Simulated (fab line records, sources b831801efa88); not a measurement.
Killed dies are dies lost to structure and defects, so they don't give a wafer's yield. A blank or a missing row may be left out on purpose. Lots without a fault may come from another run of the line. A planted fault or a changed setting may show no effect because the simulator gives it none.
Problem report in the 8D (eight disciplines) form, filled by code | flow gf180mcu | the parts of the form that need people (team, actions taken, sign-off) are left out

1. THE PROBLEM
oes_product_au at GF_MIM_METAL_ETCH_19 reads a mean of 0.969 a.u. on 1 wafer of 1 lot; wafers without a fault read 0.941 a.u. with a standard deviation of 0.0064. That is +4.4 standard deviations from the usual mean.
The step: etches the open film in Cl2/BCl3, stops on Si3N4, target depth 324.5 nm, time 54.1 s.
First seen on wafer L682.1, day 28 17:30, on rie_metal-04. The record holds 15 wafers of 5 lots with a number at this step. Rule for "out", or "out of limits": more than 4 standard deviations from the usual mean. The other wafers with a number count as sound.

2. WHAT IT IS AND WHAT IT IS NOT
question                    | is                | is not
which readings at this step | oes_product_au    | chamber_pressure_mTorr, drypump_motor_current_A, he_backside_leak_sccm, throttle_valve_pct
which lots                  | L682              | L681, L690, L691, L695
which wafers of those lots  | L682.1            | L682.3, L682.6
read on which tools         | rie_metal-04      | rie_metal-02, rie_metal-03
when                        | from day 28 17:30 | up to then (5 sound wafers); but 9 sound wafers of L690, L691, L695 came after

3. SUSPECTS, AND WHAT RULES EACH OUT
Counting: a tool at a process step up to the reading stays a suspect if it ran every lot that is out. Sound lots after the first of them don't rule it out here, since some wafers of a struck lot are sound.
- pvd_sputter-04 at GF_MIM_SPUTTER_00 (material Ti, target thk 37.5 nm, time 150 s): kept. It ran the lot that is out, L682 (day 27 21:28); its last sound lot up to then is L681 (day 27 16:04).
- pvd_sputter-04 at GF_MIM_SPUTTER_02 (material AlCu, target thk 450 nm, time 23.9 s): kept. It ran the lot that is out, L682 (day 27 21:35); its last sound lot up to then is L681 (day 27 16:11).
- pvd_sputter-04 at GF_MIM_SPUTTER_03 (material Ti, target thk 10 nm, time 6.7 s): kept. It ran the lot that is out, L682 (day 27 21:37); its last sound lot up to then is L681 (day 27 16:13).
- pvd_sputter-04 at GF_MIM_SPUTTER_04 (material TiN, target thk 50 nm, time 41.7 s): kept. It ran the lot that is out, L682 (day 27 21:38); its last sound lot up to then is L681 (day 27 16:14).
- pvd_sputter-03 at GF_MIM_SPUTTER_09 (material TiN, target thk 35 nm, time 29.2 s): kept. It ran the lot that is out, L682 (day 27 21:50); its last sound lot up to then is L681 (day 27 16:26).
- rie_metal-04 at GF_MIM_METAL_ETCH_19 (etches the open film in Cl2/BCl3, stops on Si3N4, target depth 324.5 nm, time 54.1 s): kept. It ran the lot that is out, L682 (day 28 17:30). Its own readings are out on those wafers: oes_product_au.
- Within rie_metal-04 at GF_MIM_METAL_ETCH_19: the wafers that are out ran in chamber 0; their sound lot-mates ran in chamber 1.
Left after counting: pvd_sputter-04 at GF_MIM_SPUTTER_00, pvd_sputter-04 at GF_MIM_SPUTTER_02, pvd_sputter-04 at GF_MIM_SPUTTER_03, pvd_sputter-04 at GF_MIM_SPUTTER_04, pvd_sputter-03 at GF_MIM_SPUTTER_09, rie_metal-04 at GF_MIM_METAL_ETCH_19.

4. THE CAUSE (what the simulator had put in)
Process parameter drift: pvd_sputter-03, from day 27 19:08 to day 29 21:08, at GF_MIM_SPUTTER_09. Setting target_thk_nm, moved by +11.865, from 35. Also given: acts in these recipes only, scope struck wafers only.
Counting left 6 suspects, and this tool is among them.

5. THE CHAIN OF EFFECTS, in route order
Each row: a reading whose mean over the struck wafers that have a number lies more than 3 standard deviations from the usual. Only readings for which the record gives a usual standard deviation are gone through. hours: the time from each lot's start at the first step in this table that gives one to its start at this step, as a median over the lots. sigmas: the change in usual standard deviations.
hours | step                 | reading        | usual      | on struck wafers | change | sigmas
0     | GF_MIM_METAL_ETCH_19 | oes_product_au | 0.941 a.u. | 0.969            | +0.028 | +4.4
The process steps in it:
- GF_MIM_METAL_ETCH_19: etches the open film in Cl2/BCl3, stops on Si3N4, target depth 324.5 nm, time 54.1 s.
Later measuring or inspecting steps at which every struck wafer that the step has a row for has a number for every such reading, and none has moved that far: GF_M5_CD_MEAS_07, GF_M5_OVL_MEAS_08.

6. WHAT WOULD HAVE CAUGHT IT SOONER
In this record the first reading out of limits was taken at day 28 17:30, 22 hours after the fault began at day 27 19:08.
Of the tool readings at GF_MIM_SPUTTER_09 for which the record gives a usual standard deviation, none was out on any struck wafer, so an alarm limit of 4 standard deviations on them would not have fired.
All the lots that are out (1) had begun GF_MIM_SPUTTER_09 on pvd_sputter-03 by day 28 17:30. A hold on the tool at that time would have spared none of them.
